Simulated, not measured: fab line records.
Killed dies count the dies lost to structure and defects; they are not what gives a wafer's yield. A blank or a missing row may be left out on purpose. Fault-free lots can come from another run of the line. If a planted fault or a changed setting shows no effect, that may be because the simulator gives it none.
A lot that was struck, set against a sound lot / flow sky130 / 18 out of 708 route steps
Sound: wafers L368.1, L368.4, L368.6. Struck: wafer L367.1 (left out: L367.4, L367.5 of the same lot, which were not struck); the cause appears at the end.
Per side, at each step with rows, come the tool, then ch with its chambers, and then its first start. Under that, the readings that differ: sound wafers / struck wafers / difference of the means / sigmas: that difference in standard deviations of wafers without a fault.
alike: readings whose means differ by less than 2 such deviations, and words and numbers that are the same on both sides. not compared: withheld readings, readings that some wafer has no value for, bounds like >300 that may hide the same value, and numbers for which the record gives no deviation and whose values overlap.
Wherever a step has rows on one side only, a row that says differs or no value, or a row with sigmas, the two part there. Numbers that have no deviation but don't overlap get no sigmas and don't part them. A reading missing from all wafers of one side parts the sides only when that side holds two or more wafers.

first, 1 step without rows for these wafers: SKY_FIELD_ISO_DEVELOP_12 (develop time 60 s).
SKY_FIELD_ISO_CD_MEAS_13 targets a cd of 150 nm.
  struck on cd sem-02, day 5 16:46; sound on cd sem-01, day 5 23:05
  alike: cd nm
SKY_FIELD_ISO_ETCH_14: etches BARC in N2/H2, stops on SiO2, time 45.9 s, target depth 60 nm.
  sound on rie diel-03 ch 0,2,3, day 5 23:13; struck on rie diel-04 ch 1, day 5 16:53
  alike: chamber pressure mTorr, drypump motor current A, oes product au, throttle valve pct
  not compared: rf hours counter h
SKY_FIELD_ISO_ETCH_15: etches the open film in CHF3/O2, stops on Si, target depth 180 nm, time 72 s.
  sound on rie diel-03 ch 0,2,3, day 5 23:15; struck on rie diel-04 ch 1, day 5 16:56
  alike: O2_flow_sccm, chamber pressure mTorr, drypump motor current A, oes product au, throttle valve pct
  not compared: rf hours counter h
SKY_FIELD_ISO_STRIP_16: strips in O2/N2.
  sound on plasma asher-01 ch 1, day 5 23:19; struck on plasma asher-01 ch 0, day 5 16:59
reading=strip time to endpoint s (s); sound=3.56 3.58 3.61; struck=3.43; difference=-0.15; sigmas=-4
  alike: chamber pressure mTorr, drypump motor current A, oes product au
  not compared: rf hours counter h
SKY_FIELD_ISO_ETCH_17: etches Si in HBr/Cl2/O2, target depth 342 nm, time 97.7 s.
  sound on rie si-01 ch 1,2,3, day 5 23:25; struck on rie si-02 ch 0, day 5 17:05
  alike: O2_flow_sccm, chamber pressure mTorr, drypump motor current A, mfc cl2 sccm, oes product au, throttle valve pct
  not compared: rf hours counter h
then, 5 steps without rows for these wafers: SKY_FIELD_ISO_WET_ETCH_18 (etches Si3N4 in H3PO4, target depth 25 nm, time 286 s); SKY_FIELD_ISO_CLEAN_19 (cleans in SC1/SC2, time 150 s); SKY_FIELD_ISO_CLEAN_20 (cleans in dHF, time 20 s); SKY_FIELD_ISO_WET_ETCH_21 (etches SiO2 in dHF, target depth 20 nm, time 400 s); SKY_FIELD_ISO_OXIDATION_22 (stabilise 600 s, purge 300 s, target thk 10 nm).
SKY_FIELD_ISO_THK_MEAS_23:
  struck on film metro-03, day 5 19:11; sound on film metro-01, day 6 01:10
  alike: FIELD_ISO_OXIDATION_01_THK
SKY_FIELD_ISO_CVD_24: deposits SiO2, target thk 595 nm, time 99.2 s.
  sound on hdpcvd-01 ch 0,1, day 6 01:14; struck on hdpcvd-02 ch 0, day 5 19:14
reading=model.SiO2_of_FIELD_ISO_CVD_24.thk nm (nm); sound=597.3 587.3 590.6; struck=871.5; difference=+279.8; sigmas=
  alike: susceptor temp C
SKY_FIELD_ISO_THK_MEAS_25:
  struck on film metro-01, day 5 19:19; sound on film metro-02, day 6 01:18
reading=FIELD_ISO_CVD_24_THK (nm); sound=598 587 590; struck=872; difference=+280; sigmas=+39
then, 1 step without rows for these wafers: SKY_FIELD_ISO_ANNEAL_26 (time 1800 s).
SKY_FIELD_ISO_CMP_27: polishes, stops on Si3N4, t overpolish 16 s, target thk 457.8 nm.
  sound on cmp-01 ch 0,3, day 6 04:10; struck on cmp-01 ch 0, day 5 22:13
reading=time to endpoint s (s); sound=110 109 109; struck=164; difference=+55; sigmas=+16
  alike: edge zone pressure frac, motor current A
then, 1 step without rows for these wafers: SKY_FIELD_ISO_WET_ETCH_28 (etches SiO2 in dHF, target depth 23.7 nm, time 47 s).
-- record jumps: 44 days separate the struck wafers' starts on either side; left off in module FIELD_ISO, taken up again in module PAD_OPEN, whose first shown step is the route's number 708 --
SKY_PAD_OPEN_PROBE_99:
  struck on prober-02, day 49 16:56; sound on prober-02, day 49 21:41
reading=killed_at_M4_up; sound=4 5 11; struck=2; difference=-5; sigmas=-2
  alike: killed_at_M0_to_M3, killed at contacts, killed at front end, killed at other, killed dies, killed open, killed short

WHERE THEY PART
Earliest at SKY_FIELD_ISO_STRIP_16; latest, in this record, at SKY_PAD_OPEN_PROBE_99.

WHY: what had been put in by the simulator
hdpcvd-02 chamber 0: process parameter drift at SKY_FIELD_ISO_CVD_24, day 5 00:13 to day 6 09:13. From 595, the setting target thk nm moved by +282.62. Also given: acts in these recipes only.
